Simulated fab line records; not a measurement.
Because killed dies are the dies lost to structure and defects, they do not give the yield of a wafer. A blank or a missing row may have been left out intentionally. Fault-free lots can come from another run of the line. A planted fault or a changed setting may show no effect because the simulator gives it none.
A lot that was struck, set against a sound lot | flow sfq-line | 21 out of 325 route steps
Sound: the wafers L801.4, L801.5, L801.6. Wafers L817.1, L817.3, L817.6 were the ones struck. Last of all comes the cause.
Per side, at each step with rows, come the tool, then ch with its chambers, and then its first start. Under that, the readings that differ: sound wafers | struck wafers | difference of the means | sigmas: that difference in standard deviations of wafers without a fault.
alike: words and numbers the same on both sides, and readings whose means are apart by under 2 such deviations; not compared: readings that were withheld, readings missing a value for some wafer, numbers with overlapping values and no deviation given by the record, and bounds like >300 which may hide the same value.
A row with sigmas, a row that says differs or no value, or rows on one side alone: a step with any of these is where the two part. When numbers do not overlap yet have no deviation, they are printed without sigmas and do not part them. Lack of a reading on every wafer of one side parts them only where that side has two or more wafers.

first, 2 steps without rows for these wafers: SFQ_TRILAYER_M3_LITHO_PEB_078 (peb time 60 s); SFQ_TRILAYER_M3_LITHO_DEVELOP_077 (time 60 s).
SFQ_M3_OVL_MEAS_921:
  sound on overlay-02, day 29 08:26; struck on overlay-02, day 36 12:38
  alike: M3_OVL
SFQ_TRILAYER_M3_BARC_OPEN_METAL_ETCH_100: etches BARC in O2, target depth 125 nm, time 41.7 s.
  sound on rie-metal-02 ch 0,1, day 29 08:28; struck on rie-metal-02 ch 1, day 36 12:40
  alike: chamber-pressure-mTorr, drypump-motor-current-A, oes-product-au
  not compared: rf-hours-counter-h
then, 1 step without rows for these wafers: SFQ_TRILAYER_M3_ETCH_METAL_ETCH_078 (etches Nb in Cl2/Ar, stops on SiO2, target depth 240 nm, time 120 s).
SFQ_TRILAYER_M3_STRIP_STRIP_079: strips in O2.
  sound on rie-metal-02 ch 0,1, day 29 08:50; struck on rie-metal-02 ch 1, day 36 12:51
  alike: chamber-pressure-mTorr, drypump-motor-current-A, oes-product-au
  not compared: rf-hours-counter-h
then, 1 step without rows for these wafers: SFQ_TRILAYER_M3_STRIP_SOLV_CLEAN_080 (cleans in NMP, time 600 s).
SFQ_TRILAYER_I3_DEP_PECVD_081: deposits SiO2 from SiH4/N2O, time 111.11 s, target thk 500 nm.
  sound on pecvd-02 ch 0,1,2, day 29 09:27; struck on pecvd-02 ch 0,2, day 36 13:38
  alike: heater-power-w, susceptor-temp-C, throttle-valve-pct
then, 1 step without rows for these wafers: SFQ_TRILAYER_I3_CMP_CMP_082 (polishes SiO2).
SFQ_I3_BOW_MEAS_922:
  sound on film-metro-01, day 30 07:23; struck on film-metro-01, day 37 13:41
  alike: I3_BOW
SFQ_TRILAYER_I3_METRO_MEASURE_083:
  sound on film-metro-01, day 30 08:03; struck on film-metro-01, day 37 13:48
  alike: thk-nm
then, 1 step without rows for these wafers: SFQ_TRILAYER_I3_VIA_LITHO_COAT_090 (resist thk 62 nm).
SFQ_TRILAYER_I3_VIA_LITHO_COAT_085: resist thk 650 nm.
  sound on litho-track-01 ch 0, day 30 09:06; struck on litho-track-04 ch 0, day 37 15:18
  reading                                                 | sound                | struck               | difference | sigmas
  spin-speed-rpm (rpm)                                    | 3001.9 3001.2 3003.8 | 2732.5 2730.9 2731.9 | -270.5     | -99 or more
  model.KrF_of_TRILAYER_I3_VIA_LITHO_COAT_085.thk-nm (nm) | 651 648.3 648.1      | 685.7 686 685.1      | +36.5      |
then, 4 steps without rows for these wafers: SFQ_TRILAYER_I3_VIA_LITHO_SOFTBAKE_089; SFQ_TRILAYER_I3_VIA_LITHO_EXPOSE_086 (exposes mask I3, target cd 500 nm); SFQ_TRILAYER_I3_VIA_LITHO_PEB_088 (peb time 60 s); SFQ_TRILAYER_I3_VIA_LITHO_DEVELOP_087 (time 60 s).
-- the record jumps here: 3 days lie between the struck wafers' starts before and after --
SFQ_I3_OVL_MEAS_923:
  sound on overlay-01, day 32 19:45; struck on overlay-02, day 40 04:16
  alike: I3_OVL
then, 1 step without rows for these wafers: SFQ_TRILAYER_I3_VIA_BARC_OPEN_VIA_ETCH_121 (etches BARC in O2, target depth 125 nm, time 41.7 s).
SFQ_TRILAYER_I3_VIA_ETCH_VIA_ETCH_088: etches SiO2 in CHF3, stops on Nb, target depth 260 nm.
  sound on rie-diel-02 ch 0,1,2, day 32 19:52; struck on rie-diel-02 ch 0,1,3, day 40 04:20
  reading                                                 | sound             | struck            | difference | sigmas
  model.KrF_of_TRILAYER_I3_VIA_LITHO_COAT_085.thk-nm (nm) | 528.6 528.3 527.3 | 566.3 567.1 564.6 | +37.9      |
  alike: chamber-pressure-mTorr, drypump-motor-current-A, oes-product-au
SFQ_TRILAYER_I3_VIA_STRIP_STRIP_089: strips in O2.
  sound on rie-metal-03 ch 1, day 32 20:31; struck on rie-metal-02 ch 0, day 40 04:27
  alike: chamber-pressure-mTorr, drypump-motor-current-A, oes-product-au
  not compared: rf-hours-counter-h

== WHERE THEY PART ==
Within this record, at SFQ_TRILAYER_I3_VIA_LITHO_COAT_085 only. Later steps at which nothing parts them and some readings are alike: SFQ_I3_OVL_MEAS_923, SFQ_TRILAYER_I3_VIA_ETCH_VIA_ETCH_088, SFQ_TRILAYER_I3_VIA_STRIP_STRIP_089.

WHY: the cause the simulator had injected
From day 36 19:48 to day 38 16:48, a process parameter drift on litho-track-04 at SFQ_TRILAYER_I3_VIA_LITHO_COAT_085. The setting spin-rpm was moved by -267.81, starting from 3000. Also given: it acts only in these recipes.
